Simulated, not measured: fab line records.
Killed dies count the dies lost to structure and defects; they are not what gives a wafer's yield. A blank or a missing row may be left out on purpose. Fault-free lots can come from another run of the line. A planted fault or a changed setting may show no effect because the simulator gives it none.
Struck lot and sound lot, side by side | flow sky130 | 19 steps out of a route of 708
Sound: these wafers, L822.3, L822.5, L822.6. The struck wafers were L829.1, L829.3, L829.4. At the end, the cause is stated.
Order at every step that has rows: each side's tool, ch and its chambers, its first start. Under that, the readings that differ: sound wafers | struck wafers | difference of the means | sigmas: that difference in standard deviations of wafers without a fault.
alike: words and numbers the same on both sides, and readings whose means are apart by under 2 such deviations; not compared: readings that were withheld, readings missing a value for some wafer, numbers with overlapping values and no deviation given by the record, and bounds like >300 which may hide the same value.
A row with sigmas, a row that says differs or no value, or rows on one side alone: a step with any of these is where the two part. Numbers that don't overlap but have no deviation are shown without sigmas and don't part them. A reading that every wafer of one side lacks parts them only if that side has two wafers or more.

first, 1 step without rows for these wafers: SKY_RES_XHIGH_IMPLANT_07.
SKY_RES_XHIGH_STRIP_08: strips in O2/N2.
  sound on plasma-asher-03 ch 0,1, day 29 13:20; struck on plasma-asher-04 ch 0,1, day 31 13:54
  alike: drypump-motor-current-A, oes-product-au, strip-time-to-endpoint-s
  not compared: rf-hours-counter-h
SKY_RES_XHIGH_TW_MEAS_09:
  sound on film-metro-03, day 29 13:25; struck on film-metro-03, day 31 14:00
  alike: RES_XHIGH_TW
then, 7 steps without rows for these wafers: SKY_SD_N_DEHYDRATE_00 (time 60 s); SKY_SD_N_HMDS_01 (prime time 60 s); SKY_SD_N_COAT_02 (resist thk 1140 nm); SKY_SD_N_SOFTBAKE_03 (time 60 s); SKY_SD_N_EXPOSE_04 (exposes mask NSDM, target cd 380 nm); SKY_SD_N_PEB_05; SKY_SD_N_DEVELOP_06 (develop time 60 s).
SKY_SD_N_CD_MEAS_07 targets a cd of 380 nm.
  sound on cd-sem-02, day 30 16:20; struck on cd-sem-02, day 32 16:26
  reading    | sound             | struck            | difference | sigmas
  cd-nm (nm) | 376.2 376.3 374.0 | 382.0 380.7 382.7 | +6.3       | +2
SKY_SD_N_OVL_MEAS_08:
  sound on overlay-01, day 30 16:25; struck on overlay-01, day 32 16:34
  alike: SD_N_OVL
SKY_SD_N_IMPLANT_09:
  sound on implanter-04 ch 0, day 30 16:29; struck on implanter-02 ch 0, day 32 16:35
  reading                   | sound                | struck               | difference | sigmas
  beam-energy-keV           | 50.016 50.015 50.040 | 67.911 67.896 67.908 | +17.881    | +99 or more
  model.implant.rp-nm (nm)  | 32.21 32.21 32.21    | 41.63 41.63 41.63    | +9.42      |
  model.implant.drp-nm (nm) | 14.11 14.11 14.11    | 17.81 17.81 17.81    | +3.70      |
  alike: beam-on-s
following that, these wafers have no rows for 1 step: SKY_SD_N_IMPLANT_10.
SKY_SD_N_STRIP_11: strips in O2/N2.
  sound on plasma-asher-02 ch 0,1, day 30 16:47; struck on plasma-asher-04 ch 0,1, day 32 16:53
  reading                      | sound             | struck            | difference | sigmas
  oes-product-au (a.u.)        | 0.540 0.524 0.521 | 0.498 0.499 0.511 | -0.026     | -5
  strip-time-to-endpoint-s (s) | 22.54 22.59 22.58 | 25.25 25.29 25.24 | +2.69      | +77
  alike: drypump-motor-current-A
  not compared: rf-hours-counter-h
SKY_SD_N_TW_MEAS_12:
  sound on film-metro-02, day 30 16:52; struck on film-metro-03, day 32 17:16
  reading | sound          | struck         | difference | sigmas
  SD_N_TW | 4046 4077 4048 | 4384 4388 4365 | +322       | +6
  not compared: hold
SKY_SD_N_RTA_14: time 2 s.
  sound on rtp-anneal-01 ch 0, day 30 16:58; struck on rtp-anneal-02 ch 0, day 32 18:56
  alike: lamp-power-pct, wafer_temp_C_max
SKY_SD_N_RS_MEAS_16: measures by four-point-probe.
  sound on film-metro-01, day 30 17:10; struck on film-metro-01, day 32 19:23
  reading          | sound             | struck            | difference | sigmas
  SD_N_RS (ohm/sq) | 68.60 68.50 68.46 | 58.24 58.13 58.27 | -10.31     | -79
  not compared: hold
following that, these wafers have no rows for 1 step: SKY_PAD_OPEN_PROBE_99.

WHERE THEY PART
Earliest at SKY_SD_N_CD_MEAS_07; latest, in this record, at SKY_SD_N_RS_MEAS_16.

WHY: what the simulator had put in
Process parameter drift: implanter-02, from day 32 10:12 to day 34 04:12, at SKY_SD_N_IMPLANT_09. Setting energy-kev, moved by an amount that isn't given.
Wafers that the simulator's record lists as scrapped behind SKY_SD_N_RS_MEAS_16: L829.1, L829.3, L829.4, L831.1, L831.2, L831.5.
